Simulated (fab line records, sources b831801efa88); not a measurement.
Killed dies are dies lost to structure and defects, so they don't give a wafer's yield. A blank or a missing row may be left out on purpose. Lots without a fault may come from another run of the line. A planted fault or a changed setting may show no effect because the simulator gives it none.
fab line records | flow sky130
record lots=10 wafers=29 last_day=50
route steps=708 shown CONTACT@424 VIA2@521 CAPM@539 PAD_OPEN@708
lots that met no fault: from a run of the same line without faults
start_h: hours from the record's first day to the start of the lot's first wafer shown | wait_h: hours since the lot's step before | " the same as in the row above | L1.1+2: a row that stands for several wafers | - no value, or no start given | * or withheld: withheld | < > ~ a bound
route shown NAME@n: a module of which the file shows steps, and the number in the route of the first | usual: mean/standard deviation of fault-free wafers | same: alike in all rows | chamber/n: place in a boat | sites: the reading at each site | _std_site: their standard deviation | _edge_site: outer sites' mean less inner sites' | radius_mm: how far each site lies from the wafer's centre | mask NAME#n: copy n | behind: the tool/chamber that last shaped the wafer | hold: why the lot was held/for how many hours/how that ended | device: the transistor (n, p or np) that didn't switch | end of line: the same wafers' tests at the end of the route | a step without rows: its recipe alone | killed: dies lost to structure and defects at the first sort, not the wafer's yield | map: a wafer's dies, x killed, . not, _ none there
set.NAME: the setting as run; set.NAME@STEP: as run at that earlier step | model.NAME: the simulator's own value behind a step, which no gauge read
steps of the route over a sample of lots; a table a step, a row a wafer
services: from which hour (start_h, from the record's first day; less than 0 if before it) a tool's chamber was out of use, for how many hours, and why
## steps
# step SKY_CONTACT_ETCH_18
# recipe target=Si3N4 chemistry=CHF3/O2 stop_on=TiN source_w=600 bias_w=200 pressure_mtorr=40 chf3_flow_sccm=50 O2_flow_sccm=5 time_s=39 target_depth_a=750
# usual chf3_flow_sccm=50.00/0.15 drypump_motor_current_A=5.7/0.45 oes_product_au=0.852/0.0072 throttle_valve_pct=8.792/0.0098
# columns lot.wafer tool chamber start_h wait_h chf3_flow_sccm drypump_motor_current_A oes_product_au rf_hours_counter_h throttle_valve_pct
L132.1 rie_diel-03 1 - - 50.10 6.6 0.846 11 8.794
L132.2 " 3 " " 50.19 5.2 0.851 8 8.787
L132.5 " 0 " " 50.03 6.1 0.862 - 8.777
L134.2 rie_diel-03 0 - - 49.96 6.2 0.846 11 8.788
L134.3 " 1 " " 49.87 6.5 0.848 12 8.771
L134.5 " 0 " " 50.12 6.1 0.861 - 8.792
L135.2 rie_diel-04 0 - - 50.14 6.3 0.847 15 8.798
L135.3 " 1 " " 49.87 5.9 0.850 4 8.787
L135.5 " 0 " " 50.10 6.3 0.870 - 8.783
L140.3 rie_diel-03 3 - - 50.11 5.2 0.850 11 8.785
L140.4 " 2 " " 49.97 6.3 0.850 0 8.796
L140.5 " 3 " " 50.03 5.2 0.855 - 8.818
L142.2 rie_diel-01 3 - - 49.94 5.5 0.843 2 8.781
L142.5 " 3 " " 50.03 5.5 0.852 - 8.789
L142.6 " 0 " " 50.09 5.2 0.853 - 8.780
L143.2 rie_diel-01 0 - - 49.99 5.2 0.843 18 8.798
L143.3 " 3 " " 50.05 5.5 0.861 2 8.782
L143.5 " 2 " " 50.24 5.5 0.862 - 8.789
L144.4 rie_diel-04 3 - - 49.96 5.3 0.848 18 8.794
L144.5 " 1 " " 49.90 5.9 0.852 - 8.793
L144.6 " 0 " " 49.95 6.3 0.857 - 8.800
L148.2 rie_diel-01 2 - - 50.12 5.5 0.844 10 8.788
L148.4 " 1 " " 49.96 5.8 0.843 2 8.794
L148.6 " 0 " " 50.07 5.2 0.842 - 8.790
L149.1 rie_diel-03 3 - - 49.65 5.2 0.850 13 8.807
L149.2 " 1 " " 50.00 6.6 0.850 16 8.814
L149.6 " 0 " " 49.96 6.2 0.847 - 8.796
L150.1 rie_diel-04 0 - - 49.90 6.3 0.856 18 8.789
L150.6 " 3 " " 49.92 5.3 0.863 - 8.794
# step SKY_VIA2_ETCH_14
# recipe chemistry=N2/H2 target=BARC ion_energy_ev=200 source_w=500 bias_w=100 pressure_mtorr=30 n2_flow_sccm=100 h2_flow_sccm=200 stop_on=SiO2 time_s=45.9 target_depth_a=600
# usual drypump_motor_current_A=5.8/0.48 oes_product_au=0.855/0.0043 throttle_valve_pct=13.225/0.0085
# columns lot.wafer tool chamber start_h wait_h drypump_motor_current_A oes_product_au rf_hours_counter_h throttle_valve_pct
L132.1 rie_diel-01 2 867.86 0.0 5.5 0.850 10 13.224
L132.2 " 3 " " 5.5 0.852 3 13.214
L132.5 " 1 " " 5.8 0.858 - 13.224
L134.2 rie_diel-02 0 879.48 0.0 5.4 0.853 10 13.229
L134.3 " 2 " " 5.7 0.856 13 13.235
L134.5 " 1 " " 5.3 0.859 - 13.229
L135.2 rie_diel-03 0 905.06 0.0 6.2 0.847 16 13.217
L135.3 " 2 " " 6.3 0.858 4 13.218
L135.5 " 1 " " 6.6 0.852 - 13.223
L140.3 rie_diel-03 2 927.43 0.0 6.3 0.860 5 13.231
L140.4 " 3 " " 5.2 0.855 14 13.238
L140.5 " 2 " " 6.3 0.854 - 13.234
L142.2 rie_diel-02 2 937.03 0.0 5.7 0.854 15 13.221
L142.5 " 2 " " 5.7 0.852 - 13.239
L142.6 " 1 " " 5.3 0.849 - 13.227
L143.2 rie_diel-03 3 944.58 0.0 5.2 0.855 15 13.206
L143.3 " 1 " " 6.6 0.867 17 13.214
L143.5 " 2 " " 6.3 0.853 - 13.216
L144.4 rie_diel-02 2 949.71 0.0 5.7 0.850 15 13.221
L144.5 " 2 " " 5.7 0.850 - 13.228
L144.6 " 3 " " 6.1 0.860 - 13.233
L148.2 rie_diel-01 3 978.76 0.0 5.5 0.856 7 13.211
L148.4 " 2 " " 5.5 0.856 13 13.220
L148.6 " 0 " " 5.2 0.852 - 13.219
L149.1 rie_diel-03 3 989.11 0.0 5.2 0.851 16 13.231
L149.2 " 1 " " 6.6 0.848 19 13.222
L149.6 " 3 " " 5.2 0.854 - 13.206
L150.1 rie_diel-02 0 992.96 0.0 5.4 0.852 13 13.231
L150.6 " 0 " " 5.4 0.847 - 13.231
# step SKY_VIA2_CVD_21
# recipe material=W target_thk_nm=420 time_s=126.4 temp_c=400 pressure_torr=40
# usual heater_power_w=785/57
# columns lot.wafer tool chamber start_h wait_h heater_power_w
L132.1 cvd_w-01 0 868.61 0.0 754
L132.2 " 1 " " 866
L132.5 " 1 " " 843
L134.2 cvd_w-02 0 880.28 0.0 828
L134.3 " 0 " " 849
L134.5 " 1 " " 738
L135.2 cvd_w-01 1 905.91 0.1 840
L135.3 " 1 " " 848
L135.5 " 0 " " 744
L140.3 cvd_w-01 0 928.24 0.1 741
L140.4 " 1 " " 850
L140.5 " 0 " " 723
L142.2 cvd_w-02 0 937.80 0.0 817
L142.5 " 0 " " 807
L142.6 " 1 " " 694
L143.2 cvd_w-01 0 945.34 0.0 756
L143.3 " 0 " " 755
L143.5 " 1 " " 838
L144.4 cvd_w-01 1 950.51 0.1 855
L144.5 " 1 " " 869
L144.6 " 0 " " 743
L148.2 cvd_w-01 0 979.52 0.0 759
L148.4 " 1 " " 867
L148.6 " 1 " " 846
L149.1 cvd_w-02 1 989.86 0.0 697
L149.2 " 0 " " 787
L149.6 " 1 " " 697
L150.1 cvd_w-01 1 993.71 0.0 861
L150.6 " 1 " " 850
# step SKY_CAPM_SPUTTER_02
# recipe material=TiN target_thk_nm=200 temp_c=300 power_w=6500 time_s=166.7 chamber_pressure_pa=0.4
# usual throttle_valve_pct=29.7/1
# columns lot.wafer tool chamber start_h wait_h throttle_valve_pct
L132.1 pvd_sputter-02 - 869.46 0.1 28.6
L132.2 " - " " 29.2
L132.5 " - " " 29.5
L134.2 pvd_sputter-02 - 881.12 0.0 29.9
L134.3 " - " " 29.0
L134.5 " - " " 30.2
L135.2 pvd_sputter-02 - 906.76 0.0 30.3
L135.3 " - " " 29.4
L135.5 " - " " 29.5
L140.3 pvd_sputter-04 - 929.04 0.0 30.9
L140.4 " - " " 27.5
L140.5 " - " " 29.9
L142.2 pvd_sputter-01 - 938.64 0.0 31.6
L142.5 " - " " 30.6
L142.6 " - " " 30.8
L143.2 pvd_sputter-02 - 946.18 0.0 29.3
L143.3 " - " " 28.5
L143.5 " - " " 30.3
L144.4 pvd_sputter-01 - 951.31 0.0 30.7
L144.5 " - " " 30.8
L144.6 " - " " 30.6
L148.2 pvd_sputter-02 - 980.37 0.0 28.8
L148.4 " - " " 29.1
L148.6 " - " " 28.6
L149.1 pvd_sputter-02 - 990.71 0.1 29.2
L149.2 " - " " 30.4
L149.6 " - " " 28.6
L150.1 pvd_sputter-02 - 994.56 0.1 30.1
L150.6 " - " " 30.3
# step SKY_CAPM_RS_MEAS_03
# recipe thk_meas_gauge=four-point-probe reads=TiN_of_CAPM_SPUTTER_02
# usual CAPM_TIN_RS=6.93/0.089
# columns lot.wafer tool chamber start_h wait_h CAPM_TIN_RS[ohm/sq]
L132.1 film_metro-04 - 869.57 0.1 6.88
L132.2 " - " " 6.91
L132.5 " - " " 6.90
L134.2 film_metro-01 - 881.25 0.1 7.04
L134.3 " - " " 6.83
L134.5 " - " " 7.00
L135.2 film_metro-01 - 906.89 0.1 7.02
L135.3 " - " " 6.95
L135.5 " - " " 6.93
L140.3 film_metro-01 - 929.19 0.1 6.98
L140.4 " - " " 7.05
L140.5 " - " " 6.94
L142.2 film_metro-04 - 938.77 0.1 6.85
L142.5 " - " " 6.90
L142.6 " - " " 6.81
L143.2 film_metro-04 - 946.31 0.1 7.06
L143.3 " - " " 7.06
L143.5 " - " " 7.25
L144.4 film_metro-01 - 951.48 0.1 6.88
L144.5 " - " " 6.86
L144.6 " - " " 6.88
L148.2 film_metro-01 - 980.49 0.1 7.06
L148.4 " - " " 7.12
L148.6 " - " " 6.21
L149.1 film_metro-03 - 990.82 0.1 6.16
L149.2 " - " " 7.05
L149.6 " - " " 6.12
L150.1 film_metro-04 - 994.67 0.1 6.16
L150.6 " - " " 6.18
# step SKY_CAPM_THK_MEAS_04
# recipe thk_meas_gauge=xrf reads=TiN_of_CAPM_SPUTTER_02
# usual CAPM_TIN_THK=201.8/2.7
# columns lot.wafer tool chamber start_h wait_h CAPM_TIN_THK[nm]
L132.1 film_metro-04 - 869.69 0.1 202.2
L132.2 " - " " 201.8
L132.5 " - " " 201.8
L134.2 film_metro-01 - 881.36 0.1 199.9
L134.3 " - " " 205.3
L134.5 " - " " 200.3
L135.2 film_metro-01 - 907.00 0.1 198.9
L135.3 " - " " 202.9
L135.5 " - " " 202.0
L140.3 film_metro-01 - 929.29 0.1 201.4
L140.4 " - " " 199.7
L140.5 " - " " 202.6
L142.2 film_metro-04 - 938.88 0.1 204.1
L142.5 " - " " 201.9
L142.6 " - " " 204.7
L143.2 film_metro-04 - 946.42 0.1 198.2
L143.3 " - " " 196.5
L143.5 " - " " 192.8
L144.4 film_metro-01 - 951.57 0.1 204.1
L144.5 " - " " 204.6
L144.6 " - " " 204.4
L148.2 film_metro-01 - 980.60 0.1 198.6
L148.4 " - " " 197.7
L148.6 " - " " 225.8
L149.1 film_metro-03 - 990.94 0.1 223.9
L149.2 " - " " 196.3
L149.6 " - " " 224.4
L150.1 film_metro-04 - 994.79 0.1 225.9
L150.6 " - " " 225.5
# step SKY_CAPM_METAL_ETCH_13
# recipe target_depth_nm=220 stop_on=SiO2 chemistry=Cl2/BCl3 target=TiN pressure_mtorr=10 icp_w=900 bias_w=48.5 Cl2_flow_sccm=60 bcl3_flow_sccm=30 time_s=62.9
# usual drypump_motor_current_A=5.4/0.65 mfc_cl2_sccm=60.00/0.19 oes_product_au=0.940/0.0085 throttle_valve_pct=21.902/0.0092
# columns lot.wafer tool chamber start_h wait_h drypump_motor_current_A mfc_cl2_sccm oes_product_au rf_hours_counter_h throttle_valve_pct
L132.1 rie_metal-02 1 895.41 0.0 6.5 59.84 0.941 17 21.891
L132.2 " 0 " " 5.0 60.02 0.940 6 21.890
L132.5 " 1 " " 6.4 59.81 0.943 - 21.894
L134.2 rie_metal-02 1 906.80 0.0 6.5 60.25 0.936 18 21.907
L134.3 " 0 " " 5.0 60.17 0.946 - 21.900
L134.5 " 1 " " 6.5 60.21 0.933 - 21.910
L135.2 rie_metal-03 1 931.69 0.0 4.7 59.82 0.934 8 21.905
L135.3 " 1 " " 4.7 60.46 0.934 - 21.906
L135.5 " 0 " " 5.2 60.19 0.941 - 21.913
L140.3 rie_metal-03 1 952.54 0.0 4.7 60.21 0.935 - 21.907
L140.4 " 0 " " 5.2 60.25 0.930 - 21.918
L140.5 " 0 " " 5.2 60.21 0.935 - 21.892
L142.2 rie_metal-02 0 962.60 0.0 5.0 60.00 0.947 11 21.898
L142.5 " 1 " " 6.4 59.85 0.950 - 21.899
L142.6 " 0 " " 5.0 59.76 0.946 - 21.903
L143.2 rie_metal-04 1 970.30 0.0 5.1 59.79 0.935 11 21.909
L143.3 " 0 " " 6.2 59.82 0.933 - 21.904
L143.5 " 1 " " 5.1 60.08 0.911 - 21.905
L144.4 rie_metal-04 0 975.71 0.0 6.3 60.09 0.944 - 21.891
L144.5 " 0 " " 6.3 60.02 0.958 - 21.907
L144.6 " 1 " " 5.1 59.98 0.949 - 21.897
L148.2 rie_metal-03 1 1004.16 0.0 4.7 60.16 0.925 - 21.901
L148.4 " 1 " " 4.7 60.06 0.922 - 21.902
L148.6 " 1 " " 4.7 59.85 0.995 - 21.885
L149.1 rie_metal-04 1 1014.16 0.0 5.1 59.68 1.010 13 21.847
L149.2 " 0 " " 6.3 59.78 0.931 17 21.905
L149.6 " 0 " " 6.3 60.03 1.009 - 21.866
L150.1 rie_metal-02 1 1017.31 0.0 6.5 59.64 0.992 4 21.878
L150.6 " 0 " " 5.0 59.93 0.993 - 21.877
# step SKY_PAD_OPEN_PROBE_99
# usual defect_limited_yield=82.6/1.8 killed_at_M0_to_M3=43/6.6 killed_at_M4_up=2.9/1.6 killed_at_contacts=24/4.9 killed_at_front_end=15/4.5 killed_at_other=0.2/0.45 killed_dies=86/8.8 killed_on_rim=16/4.2 killed_open=48/6.4 killed_short=38/5.6
# same gross_dies=492 killed_at_back_side=0
# columns lot.wafer tool chamber start_h wait_h defect_limited_yield[%] killed_at_M0_to_M3 killed_at_M4_up killed_at_contacts killed_at_front_end killed_at_other killed_dies killed_on_rim killed_open killed_short
L132.1 prober-02 - 1092.79 0.1 83.5 47 7 20 7 0 81 9 40 41
L132.2 prober-02 - 1092.84 0.1 81.7 50 1 24 14 1 90 16 49 41
L132.5 prober-02 - 1092.99 0.2 81.5 52 2 24 11 2 91 13 51 40
L134.2 prober-02 - 1102.99 0.1 84.1 42 6 19 11 0 78 14 46 32
L134.3 prober-02 - 1103.04 0.2 81.3 44 0 27 21 0 92 18 55 37
L134.5 prober-02 - 1103.14 0.2 86.0 42 6 11 9 1 69 13 36 33
L135.2 prober-01 - 1124.79 0.1 81.5 42 3 24 22 0 91 19 49 42
L135.3 prober-01 - 1124.84 0.2 82.5 49 3 22 12 0 86 17 48 38
L135.5 prober-01 - 1124.94 0.2 82.9 46 1 24 13 0 84 15 46 38
L140.3 prober-01 - 1141.39 0.2 82.1 40 3 32 13 0 88 14 50 38
L140.4 prober-01 - 1141.44 0.2 85.4 42 0 18 12 0 72 13 36 36
L140.5 prober-01 - 1141.49 0.2 83.1 35 3 24 20 1 83 13 44 39
L142.2 prober-02 - 1149.63 0.1 82.7 42 4 24 15 0 85 21 54 31
L142.5 prober-02 - 1149.78 0.2 83.9 35 5 27 12 0 79 17 42 37
L142.6 prober-02 - 1149.83 0.2 81.5 42 3 30 15 1 91 17 46 45
L143.2 prober-01 - 1153.37 0.1 82.5 38 5 25 18 0 86 16 49 37
L143.3 prober-01 - 1153.42 0.2 77.6 54 3 24 29 0 110 27 64 46
L143.5 prober-01 - 1153.52 0.2 83.5 34 3 24 20 0 81 13 49 32
L144.4 prober-01 - 1157.63 0.2 81.3 57 2 20 12 1 92 9 53 39
L144.5 prober-01 - 1157.68 0.2 83.5 48 1 23 9 0 81 17 42 39
L144.6 prober-01 - 1157.73 0.2 80.7 57 3 21 14 0 95 21 56 39
L148.2 prober-01 - 1178.73 0.1 83.7 39 5 20 16 0 80 18 46 34
L148.4 prober-01 - 1178.83 0.2 81.7 51 2 18 19 0 90 17 58 32
L148.6 prober-01 - 1178.93 0.2 58.5 52 2 17 11 122 204 34 49 33
L149.1 prober-02 - 1186.13 0.1 82.7 45 3 22 15 0 85 18 41 44
L149.2 prober-02 - 1186.18 0.1 81.1 50 6 19 17 1 93 19 49 44
L149.6 prober-02 - 1186.38 0.2 73.8 42 3 25 17 42 129 27 46 41
L150.1 prober-01 - 1188.24 0.1 67.7 35 4 25 26 69 159 53 56 34
L150.6 prober-01 - 1188.49 0.2 66.1 40 2 26 21 78 167 10 45 44
# killed by level:class
L132.1 VIA1:geometric_particle:open=9 METAL1:geometric_particle:short=8 LI_CONTACT:geometric_particle:open=7 VIA1:geometric_particle:short=7 METAL2:geometric_particle:short=7 CONTACT:geometric_particle:open=6 VIA2:geometric_particle:open=5 LOCAL_INTERCONNECT:geometric_particle:short=4
L132.2 VIA1:geometric_particle:open=12 CONTACT:geometric_particle:open=10 VIA2:geometric_particle:short=8 METAL1:geometric_particle:short=6 VIA3:geometric_particle:open=5 LI_CONTACT:geometric_particle:open=5 FIELD_ISO:geometric_particle:open=4 FIELD_ISO:geometric_particle:short=4
L132.5 VIA2:geometric_particle:open=14 CONTACT:geometric_particle:open=12 VIA1:geometric_particle:open=8 METAL2:geometric_particle:short=7 VIA3:geometric_particle:open=6 VIA1:geometric_particle:short=6 CONTACT:geometric_particle:short=5 VIA2:geometric_particle:short=5
L134.2 VIA1:geometric_particle:open=13 LI_CONTACT:geometric_particle:open=10 METAL1:geometric_particle:short=6 METAL2:geometric_particle:short=5 VIA2:geometric_particle:open=5 POLY_GATE:geometric_particle:open=4 CONTACT:geometric_particle:open=4 METAL4:geometric_particle:short=4
L134.3 LI_CONTACT:geometric_particle:open=10 VIA1:geometric_particle:open=10 CONTACT:geometric_particle:open=9 POLY_GATE:geometric_particle:short=8 VIA3:geometric_particle:open=6 VIA3:geometric_particle:short=6 VIA2:geometric_particle:open=6 POLY_GATE:geometric_particle:open=5
L134.5 VIA1:geometric_particle:open=9 METAL2:geometric_particle:short=5 METAL3:geometric_particle:short=5 VIA2:geometric_particle:open=5 VIA3:geometric_particle:open=5 METAL4:geometric_particle:short=5 LI_CONTACT:geometric_particle:open=4 CONTACT:geometric_particle:open=4
L135.2 LI_CONTACT:geometric_particle:open=8 CONTACT:geometric_particle:open=8 METAL2:geometric_particle:short=7 METAL1:geometric_particle:short=7 VIA1:geometric_particle:open=7 POLY_GATE:geometric_particle:open=6 FIELD_ISO:geometric_particle:open=5 POLY_GATE:geometric_particle:short=5
L135.3 VIA1:geometric_particle:open=11 VIA3:geometric_particle:open=10 METAL2:geometric_particle:short=9 POLY_GATE:geometric_particle:open=6 LI_CONTACT:geometric_particle:open=5 CONTACT:geometric_particle:open=5 LOCAL_INTERCONNECT:geometric_particle:short=5 CONTACT:geometric_particle:short=4
L135.5 VIA1:geometric_particle:open=10 CONTACT:geometric_particle:open=9 VIA2:geometric_particle:open=7 METAL2:geometric_particle:short=6 FIELD_ISO:geometric_particle:open=5 LI_CONTACT:geometric_particle:open=5 METAL1:geometric_particle:short=5 VIA3:geometric_particle:open=5
L140.3 LI_CONTACT:geometric_particle:open=11 CONTACT:geometric_particle:open=10 VIA1:geometric_particle:open=9 FIELD_ISO:geometric_particle:open=8 VIA1:geometric_particle:short=6 VIA3:geometric_particle:short=4 LI_CONTACT:geometric_particle:short=4 METAL1:geometric_particle:short=4
L140.4 LI_CONTACT:geometric_particle:open=8 VIA1:geometric_particle:open=8 METAL1:geometric_particle:short=7 VIA3:geometric_particle:short=5 LI_CONTACT:geometric_particle:short=4 CONTACT:geometric_particle:open=4 VIA2:geometric_particle:open=4 VIA3:geometric_particle:open=4
L140.5 CONTACT:geometric_particle:open=13 VIA1:geometric_particle:open=12 FIELD_ISO:geometric_particle:short=7 VIA1:geometric_particle:short=5 METAL3:geometric_particle:short=5 FIELD_ISO:geometric_particle:open=4 LOCAL_INTERCONNECT:geometric_particle:short=4 CONTACT:geometric_particle:short=4
L142.2 VIA1:geometric_particle:open=13 CONTACT:geometric_particle:open=10 LI_CONTACT:geometric_particle:open=10 METAL1:geometric_particle:short=7 POLY_GATE:geometric_particle:open=6 VIA2:geometric_particle:open=5 VIA1:geometric_particle:short=4 FIELD_ISO:geometric_particle:open=3
L142.5 LI_CONTACT:geometric_particle:open=9 VIA3:geometric_particle:open=8 CONTACT:geometric_particle:open=7 METAL2:geometric_particle:short=7 METAL4:geometric_particle:short=5 VIA2:geometric_particle:open=5 FIELD_ISO:geometric_particle:short=4 CONTACT:geometric_particle:short=4
L142.6 VIA1:geometric_particle:open=14 CONTACT:geometric_particle:open=13 POLY_GATE:geometric_particle:short=7 CONTACT:geometric_particle:short=6 LOCAL_INTERCONNECT:geometric_particle:short=6 VIA2:geometric_particle:open=6 FIELD_ISO:geometric_particle:short=5 VIA3:geometric_particle:short=5
L143.2 LI_CONTACT:geometric_particle:open=10 VIA1:geometric_particle:open=9 METAL1:geometric_particle:short=7 CONTACT:geometric_particle:open=6 FIELD_ISO:geometric_particle:open=5 FIELD_ISO:geometric_particle:short=4 POLY_GATE:geometric_particle:open=4 LI_CONTACT:geometric_particle:short=4
L143.3 VIA1:geometric_particle:open=15 VIA3:geometric_particle:open=10 CONTACT:geometric_particle:open=10 FIELD_ISO:geometric_particle:short=9 VIA1:geometric_particle:short=8 VIA2:geometric_particle:open=7 LOCAL_INTERCONNECT:geometric_particle:short=6 POLY_GATE:geometric_particle:open=5
L143.5 CONTACT:geometric_particle:open=11 VIA1:geometric_particle:open=7 VIA2:geometric_particle:open=7 POLY_GATE:geometric_particle:open=5 POLY_GATE:geometric_particle:short=5 LI_CONTACT:geometric_particle:open=5 VIA3:geometric_particle:open=5 METAL1:geometric_particle:short=4
L144.4 VIA1:geometric_particle:open=11 VIA2:geometric_particle:open=9 CONTACT:geometric_particle:open=8 VIA3:geometric_particle:open=7 VIA1:geometric_particle:short=6 VIA3:geometric_particle:short=6 METAL2:geometric_particle:short=5 METAL3:geometric_particle:short=5
L144.5 VIA1:geometric_particle:open=12 CONTACT:geometric_particle:short=8 CONTACT:geometric_particle:open=8 VIA3:geometric_particle:open=7 VIA2:geometric_particle:open=6 METAL3:geometric_particle:short=6 VIA1:geometric_particle:short=5 POLY_GATE:geometric_particle:open=4
L144.6 VIA1:geometric_particle:open=23 VIA3:geometric_particle:open=9 CONTACT:geometric_particle:open=7 METAL1:geometric_particle:short=6 METAL2:geometric_particle:short=6 LI_CONTACT:geometric_particle:open=5 CONTACT:geometric_particle:short=5 VIA1:geometric_particle:short=4
L148.2 VIA1:geometric_particle:open=8 VIA3:geometric_particle:open=7 LI_CONTACT:geometric_particle:open=6 CONTACT:geometric_particle:open=6 METAL2:geometric_particle:short=6 CONTACT:geometric_particle:short=5 VIA2:geometric_particle:open=5 FIELD_ISO:geometric_particle:open=4
L148.4 VIA1:geometric_particle:open=20 CONTACT:geometric_particle:open=9 FIELD_ISO:geometric_particle:open=6 POLY_GATE:geometric_particle:short=6 LI_CONTACT:geometric_particle:open=5 METAL2:geometric_particle:short=5 METAL1:geometric_particle:short=5 VIA3:geometric_particle:open=5
L148.6 CAPM:area_etch=122 VIA1:geometric_particle:open=13 VIA2:geometric_particle:open=9 LI_CONTACT:geometric_particle:open=7 VIA1:geometric_particle:short=6 METAL2:geometric_particle:short=6 VIA3:geometric_particle:open=6 CONTACT:geometric_particle:open=5
L149.1 VIA1:geometric_particle:open=12 CONTACT:geometric_particle:open=6 VIA3:geometric_particle:open=6 METAL1:geometric_particle:short=5 FIELD_ISO:geometric_particle:short=5 LI_CONTACT:geometric_particle:open=5 VIA1:geometric_particle:short=5 LI_CONTACT:geometric_particle:short=4
L149.2 VIA1:geometric_particle:open=9 CONTACT:geometric_particle:open=8 VIA2:geometric_particle:open=8 METAL2:geometric_particle:short=7 LI_CONTACT:geometric_particle:open=6 VIA1:geometric_particle:short=5 VIA3:geometric_particle:short=5 VIA3:geometric_particle:open=5
L149.6 CAPM:area_etch=42 VIA1:geometric_particle:open=9 CONTACT:geometric_particle:open=8 VIA2:geometric_particle:open=8 FIELD_ISO:geometric_particle:short=7 CONTACT:geometric_particle:short=6 VIA1:geometric_particle:short=6 VIA3:geometric_particle:open=6
L150.1 CAPM:area_etch=69 CONTACT:geometric_particle:open=11 VIA1:geometric_particle:open=10 POLY_GATE:geometric_particle:open=7 FIELD_ISO:geometric_particle:short=6 VIA2:geometric_particle:open=6 FIELD_ISO:geometric_particle:open=5 CONTACT:geometric_particle:short=5
L150.6 CAPM:area_etch=78 VIA1:geometric_particle:open=11 CONTACT:geometric_particle:short=9 CONTACT:geometric_particle:open=8 FIELD_ISO:geometric_particle:short=7 METAL2:geometric_particle:short=7 VIA3:geometric_particle:open=7 FIELD_ISO:geometric_particle:open=6
## services
# columns tool chamber start_h hours kind
rie_diel-02 0 742.45 4.2 repair
rie_diel-03 - 749.70 0.8 repair
cvd_w-01 1 751.73 3.9 repair
cvd_w-01 - 755.25 6.0 pm
rie_diel-01 1 781.14 7.7 repair
rie_metal-02 1 787.09 11.1 repair
rie_diel-01 2 789.10 4.2 repair
rie_diel-02 - 795.79 0.6 repair
rie_diel-03 - 796.76 0.3 repair
rie_diel-02 - 815.16 4.3 pm
rie_diel-03 1 818.20 15.2 repair
rie_diel-01 3 849.70 8.1 repair
rie_diel-03 1 855.68 4.3 repair
rie_diel-03 3 871.34 9.9 repair
rie_diel-01 - 919.86 0.4 repair
rie_diel-03 1 930.80 9.1 repair
rie_diel-03 - 942.21 0.3 repair
rie_diel-03 - 945.25 1.2 repair
rie_diel-02 2 946.10 2.4 repair
rie_diel-03 2 953.20 3.7 repair
rie_diel-03 2 964.85 22.9 repair
pvd_sputter-02 - 972.47 2.1 repair
rie_diel-03 0 973.20 2.9 repair
rie_diel-03 1 974.58 2.7 repair
## key
first_sign step=SKY_CAPM_RS_MEAS_03 reading=CAPM_TIN_RS direction=down sigmas=8.6 usual=6.93 struck=6.17
effect step=SKY_CAPM_THK_MEAS_04 reading=CAPM_TIN_THK direction=up sigmas=8.8 usual=201.8 struck=225.1
effect step=SKY_CAPM_METAL_ETCH_13 reading=oes_product_au direction=up sigmas=6.9 usual=0.940 struck=1.000
effect step=SKY_PAD_OPEN_PROBE_99 reading=killed_at_other direction=up sigmas=62 usual=0.2 struck=62.2 wafers_moved=4
more_kills_born_at SKY_CAPM_METAL_ETCH_13@rie_metal-02=147 SKY_CAPM_METAL_ETCH_13@rie_metal-03=122 SKY_CAPM_METAL_ETCH_13@rie_metal-04=42
met_at SKY_CAPM_SPUTTER_02
struck_lots L148,L149,L150
struck_wafers L148.6,L149.1,L149.6,L150.1,L150.6
not_acting_at SKY_CONTACT_ETCH_18,SKY_VIA2_ETCH_14,SKY_VIA2_CVD_21
onset_between 946.18 980.37
fault kind=process_parameter_drift tool=pvd_sputter-02 chamber=- onset_h=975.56 steps=SKY_CAPM_SPUTTER_02 channel=time_s offset=* shape=step end_h=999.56 scope=struck_wafers_only acts_in=* stated=*
